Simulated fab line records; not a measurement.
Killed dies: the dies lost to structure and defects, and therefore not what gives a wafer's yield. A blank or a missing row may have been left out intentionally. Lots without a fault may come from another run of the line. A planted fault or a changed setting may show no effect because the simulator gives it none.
What tool caused it? + flow gf180mcu + 14 lots with 42 wafers sampled at 2 steps, on a route of 602 steps

WHAT THE GAUGES SHOWED, per wafer
GF_V5_THK_MEAS_03. Usual: V5_CVD_02_THK typically reads 1459 nm, with standard deviation 22.
| lot  | measured     | on           | V5_CVD_02_THK (nm) | flag |
|------|--------------|--------------|--------------------|------|
| L600 | day 26 04:35 | filmMetro-04 | 1394 1462 1464     |      |
| L601 | day 26 12:04 | filmMetro-03 | 1453 1478 1489     |      |
| L603 | day 27 03:22 | filmMetro-04 | 1463 1456 1487     |      |
| L604 | day 27 18:41 | filmMetro-02 | 1457 1489 1483     |      |
| L605 | day 28 05:13 | filmMetro-04 | 1470 1488 1451     |      |
| L606 | day 28 05:19 | filmMetro-03 | 1437 1437 1484     |      |
| L607 | day 29 08:53 | filmMetro-04 | 1421 1436 1456     |      |
| L608 | day 29 10:00 | filmMetro-03 | 1475 1482 1485     |      |
| L610 | day 29 23:08 | filmMetro-03 | 1451 1480 1483     |      |
| L611 | day 30 03:21 | filmMetro-04 | 1457 1467 1459     |      |
| L615 | day 31 04:05 | filmMetro-03 | 1448 1439 1473     |      |
| L618 | day 31 09:34 | filmMetro-03 | 1452 1479 1451     |      |
| L619 | day 31 13:39 | filmMetro-02 | 1434 1446 1489     |      |
| L623 | day 32 12:23 | filmMetro-04 | 1453 1437 1426     |      |

WHICH TOOL RAN EACH LOT (tool, then ch and the chambers of the sampled wafers, then the start)
| lot  | GF_STI_OXIDATION_29          |
|------|------------------------------|
| L600 | furnace-01 ch 0, day 2 05:04 |
| L601 | furnace-02 ch 0, day 2 10:19 |
| L603 | furnace-01 ch 0, day 2 22:37 |
| L604 | furnace-01 ch 0, day 3 03:17 |
| L605 | furnace-01 ch 0, day 3 08:31 |
| L606 | furnace-02 ch 0, day 3 11:19 |
| L607 | furnace-02 ch 0, day 3 17:04 |
| L608 | furnace-01 ch 0, day 3 21:59 |
| L610 | furnace-01 ch 0, day 4 09:43 |
| L611 | furnace-02 ch 0, day 4 13:30 |
| L615 | furnace-01 ch 0, day 5 10:31 |
| L618 | furnace-02 ch 0, day 6 01:27 |
| L619 | furnace-02 ch 0, day 6 07:28 |
| L623 | furnace-01 ch 0, day 7 04:00 |
- GF_STI_OXIDATION_29: stabilise 600 s, purge 300 s, target thk 10 nm.

WHAT THE TOOLS THEMSELVES READ (means of the sampled wafers that have a number; where no wafer has one, the mark that the record gives instead)
GF_STI_OXIDATION_29. Usual: spikeTcLowerC 900.7 C, standard deviation 0.94; spikeTcTopC 910.7 C, standard deviation 2.5; tubeCenterTempC 900.01 C, standard deviation 0.076; zonePowerCentrePct 17.31 %, standard deviation 0.16; zonePowerTopPct 33.3 %, standard deviation 0.31.
| lot  | tool       | spikeTcLowerC (C) | spikeTcTopC (C) | tubeCenterTempC (C) | zonePowerCentrePct (%) | zonePowerTopPct (%) | flag |
|------|------------|-------------------|-----------------|---------------------|------------------------|---------------------|------|
| L600 | furnace-01 | 900.3             | 913.5           | 900.05              | 17.28                  | 33.3                |      |
| L601 | furnace-02 | 900.4             | 908.8           | 900.08              | 17.20                  | 33.3                |      |
| L603 | furnace-01 | 901.1             | 914.1           | 899.97              | 17.44                  | 33.3                |      |
| L604 | furnace-01 | 900.7             | 913.4           | 899.97              | 17.30                  | 33.0                |      |
| L605 | furnace-01 | 899.5             | 912.6           | 900.04              | 17.26                  | 33.4                |      |
| L606 | furnace-02 | 900.4             | 908.4           | 900.03              | 17.26                  | 33.3                |      |
| L607 | furnace-02 | 900.2             | 907.8           | 899.97              | 17.29                  | 33.5                |      |
| L608 | furnace-01 | 901.3             | 913.2           | 900.03              | 17.28                  | 33.1                |      |
| L610 | furnace-01 | 900.7             | 912.5           | 899.96              | 17.24                  | 33.5                |      |
| L611 | furnace-02 | 900.3             | 908.9           | 899.98              | 17.21                  | 33.5                |      |
| L615 | furnace-01 | 900.4             | 912.4           | 900.08              | 17.37                  | 33.0                |      |
| L618 | furnace-02 | 900.4             | 908.8           | 900.03              | 17.26                  | 33.4                |      |
| L619 | furnace-02 | 900.6             | 908.7           | 900.09              | 17.41                  | 33.5                |      |
| L623 | furnace-01 | 900.2             | 912.9           | 899.96              | 17.36                  | 33.5                |      |

THE ANSWER, worked out from the rows above alone
Rule: take the mean of a lot's wafers that have a number; if it is more than 3 standard deviations from the usual mean, the lot is off. Also off: a lot with no number at a reading for which 4 or more lots have one. Any other lot the step has rows for is counted as sound. The gauges are gone through in route order, then the tools' own readings, and for those a lot's mean is taken as printed above. The first step at which some lot is off is used, and at that step the reading that is off furthest; a lot without a number counts as furthest.
None of the lots is off at any reading shown; this tells nothing.

WHAT THE SIMULATOR HAD PUT IN
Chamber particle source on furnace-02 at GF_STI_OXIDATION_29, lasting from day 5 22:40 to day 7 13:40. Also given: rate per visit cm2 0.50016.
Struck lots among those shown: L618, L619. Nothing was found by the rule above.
